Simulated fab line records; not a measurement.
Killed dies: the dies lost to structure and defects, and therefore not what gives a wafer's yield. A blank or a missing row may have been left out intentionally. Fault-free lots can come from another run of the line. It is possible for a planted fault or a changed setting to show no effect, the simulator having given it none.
A struck lot beside a sound one	flow sky130	31 steps out of a route of 708
Sound: wafers L111.1, L111.2, L111.5. Struck: wafer L124.3. (L124.2, L124.4 of the same lot were not struck and are left out.) The cause comes at the end.
Per side, at each step with rows, come the tool, then ch with its chambers, and then its first start. Under that, the readings that differ: sound wafers	struck wafers	difference of the means	sigmas: that difference in standard deviations of wafers without a fault.
alike: readings whose means differ by less than 2 such deviations, and words and numbers that are the same on both sides. not compared: withheld readings, readings that some wafer has no value for, bounds like >300 that may hide the same value, and numbers for which the record gives no deviation and whose values overlap.
Wherever a step has rows on one side only, a row that says differs or no value, or a row with sigmas, the two part there. Numbers that have no deviation but don't overlap get no sigmas and don't part them. A reading missing from all wafers of one side parts the sides only when that side holds two or more wafers.

SKY_LI_CONTACT_OVL_MEAS_13:
  sound on overlay-02, day 30 00:37; struck on overlay-01, day 34 03:20
  alike: LI_CONTACT_OVL
SKY_LI_CONTACT_ETCH_14: etches BARC in N2/H2, stops on SiO2, time 45.9 s, target depth 60 nm.
  sound on rie diel-04 ch 0,2,3, day 30 00:40; struck on rie diel-01 ch 1, day 34 03:22
  alike: drypump motor current A, oes product au, throttle valve pct
  not compared: rf hours counter h
SKY_LI_CONTACT_ETCH_15: etches PSG in C4F8/O2/Ar, stops on Si, target depth 600 nm.
  sound on rie diel-04 ch 0,2,3, day 30 00:42; struck on rie diel-01 ch 1, day 34 03:24
  alike: oes product au
SKY_LI_CONTACT_STRIP_16: strips in O2/N2.
  sound on plasma asher-02 ch 0,1, day 30 00:47; struck on plasma asher-01 ch 1, day 34 03:29
  alike: drypump motor current A, o2 flow sccm, oes product au, strip time to endpoint s
  not compared: rf hours counter h
then, 2 steps without rows for these wafers: SKY_LI_CONTACT_CLEAN_17 (cleans in NMP, time 600 s); SKY_LI_CONTACT_PRE_CLEAN_18 (time 5.6 s).
SKY_LI_CONTACT_SPUTTER_19: material Ti, target thk 20 nm, time 106.37 s.
  sound on pvd sputter-01, day 30 01:06; struck on pvd sputter-01, day 34 03:47
  alike: throttle valve pct
SKY_LI_CONTACT_SPUTTER_20: material TiN, target thk 20 nm, time 80 s.
  sound on pvd sputter-01, day 30 01:10; struck on pvd sputter-01, day 34 03:52
  alike: throttle valve pct
then, 1 step without rows for these wafers: SKY_LI_CONTACT_CVD_21 (deposits W, target thk 400 nm, time 120.56 s).
SKY_LI_CONTACT_RS_MEAS_22: a four-point-probe measurement.
  sound on film metro-02, day 30 01:22; struck on film metro-04, day 34 04:04
  alike: LI_CONTACT_W_RS
SKY_LI_CONTACT_THK_MEAS_23: measures by xrf.
  sound on film metro-02, day 30 01:29; struck on film metro-04, day 34 04:10
  alike: LI_CONTACT_W_THK
then, 1 step without rows for these wafers: SKY_LI_CONTACT_CMP_24 (polishes, stops on PSG, t overpolish 20 s, target thk 0 nm).
SKY_LOCAL_INTERCONNECT_SPUTTER_00: material TiN, target thk 100 nm, time 83.3 s.
  sound on pvd sputter-04, day 30 01:50; struck on pvd sputter-02, day 34 04:31
reading	sound	struck	difference	sigmas
model.TiN_of_LOCAL_INTERCONNECT_SPUTTER_00.thk nm (nm)	100.9 101 100.7	81.51	-19.36	
  alike: throttle valve pct
SKY_LOCAL_INTERCONNECT_RS_MEAS_01: a four-point-probe measurement.
  sound on film metro-02, day 30 01:54; struck on film metro-03, day 34 04:37
reading	sound	struck	difference	sigmas
LOCAL_INTERCONNECT_TIN_RS (ohm/sq)	14.00 14.01 14.07	17.57	+3.54	+25
SKY_LOCAL_INTERCONNECT_THK_MEAS_02: measures by xrf.
  sound on film metro-02, day 30 02:01; struck on film metro-03, day 34 04:43
reading	sound	struck	difference	sigmas
LOCAL_INTERCONNECT_TIN_THK (nm)	102.0 101.7 101.3	82.2	-19.5	-20
then, 8 steps without rows for these wafers: SKY_LOCAL_INTERCONNECT_DEHYDRATE_03 (time 60 s); SKY_LOCAL_INTERCONNECT_HMDS_04 (prime time 60 s); SKY_LOCAL_INTERCONNECT_COAT_05 (resist thk 60 nm); SKY_LOCAL_INTERCONNECT_COAT_06 (resist thk 450 nm); SKY_LOCAL_INTERCONNECT_SOFTBAKE_07 (time 90 s); SKY_LOCAL_INTERCONNECT_EXPOSE_08 (exposes mask LI1M, target cd 170 nm); SKY_LOCAL_INTERCONNECT_PEB_09; SKY_LOCAL_INTERCONNECT_DEVELOP_10 (develop time 60 s).
SKY_LOCAL_INTERCONNECT_CD_MEAS_11: target cd 170 nm.
  sound on cd sem-01, day 31 06:33; struck on cd sem-01, day 35 07:28
  alike: cd nm
SKY_LOCAL_INTERCONNECT_OVL_MEAS_12:
  sound on overlay-01, day 31 06:40; struck on overlay-01, day 35 07:35
  alike: LOCAL_INTERCONNECT_OVL
then, 1 step without rows for these wafers: SKY_LOCAL_INTERCONNECT_ETCH_13 (etches BARC in N2/H2, stops on SiO2, time 45.9 s, target depth 60 nm).
SKY_LOCAL_INTERCONNECT_METAL_ETCH_14: etches TiN in Cl2/BCl3, stops on PSG, target depth 110 nm, time 31.4 s.
  sound on rie metal-03 ch 0,1, day 31 06:46; struck on rie metal-04 ch 1, day 35 07:40
reading	sound	struck	difference	sigmas
oes product au (a.u.)	0.954 0.947 0.938	0.842	-0.104	-15
throttle valve pct (%)	21.885 21.892 21.896	21.967	+0.076	+8
  alike: drypump motor current A
  not compared: rf hours counter h
then, 1 step without rows for these wafers: SKY_LOCAL_INTERCONNECT_STRIP_15 (strips in O2/N2).
SKY_LOCAL_INTERCONNECT_STRIP_16: strips in post etch residue remover, time 1200 s.
  sound on wet bench-04 ch 2, day 31 06:55; struck on wet bench-01 ch 2, day 35 07:49
reading	sound	struck	difference	sigmas
model.TiN_of_LOCAL_INTERCONNECT_SPUTTER_00.thk nm (nm)	100.5 100.6 100.3	81.1	-19.4	
then, 1 step without rows for these wafers: SKY_LOCAL_INTERCONNECT_CLEAN_17 (cleans in IPA, time 180 s).
-- here the record skips 14 days between the struck wafers' starts before and after, leaving off in module LOCAL_INTERCONNECT and picking up in module PAD_OPEN (first step shown: number 708 of the route) --
SKY_PAD_OPEN_PROBE_99:
  sound on prober-01, day 46 10:52; struck on prober-02, day 49 09:16
reading	sound	struck	difference	sigmas
model.etest.res li.line ohm um	73.06 74.43 73.28	92.31	+18.72	
model.etest.res li.rs ohm sq	12.7 12.8 12.69	15.74	+3.01	
model.etest.mcon chain.rc ohm	17.25 15.87 15.66	17.72	+1.46	
  alike: killed_at_M0_to_M3, killed_at_M4_up, killed at contacts, killed at front end, killed at other, killed dies, killed open, killed short

== WHERE THEY PART ==
First at SKY_LOCAL_INTERCONNECT_RS_MEAS_01; last, within this record, at SKY_LOCAL_INTERCONNECT_METAL_ETCH_14. Later steps at which nothing parts them and some readings are alike: SKY_PAD_OPEN_PROBE_99.

WHY: what the simulator had put in
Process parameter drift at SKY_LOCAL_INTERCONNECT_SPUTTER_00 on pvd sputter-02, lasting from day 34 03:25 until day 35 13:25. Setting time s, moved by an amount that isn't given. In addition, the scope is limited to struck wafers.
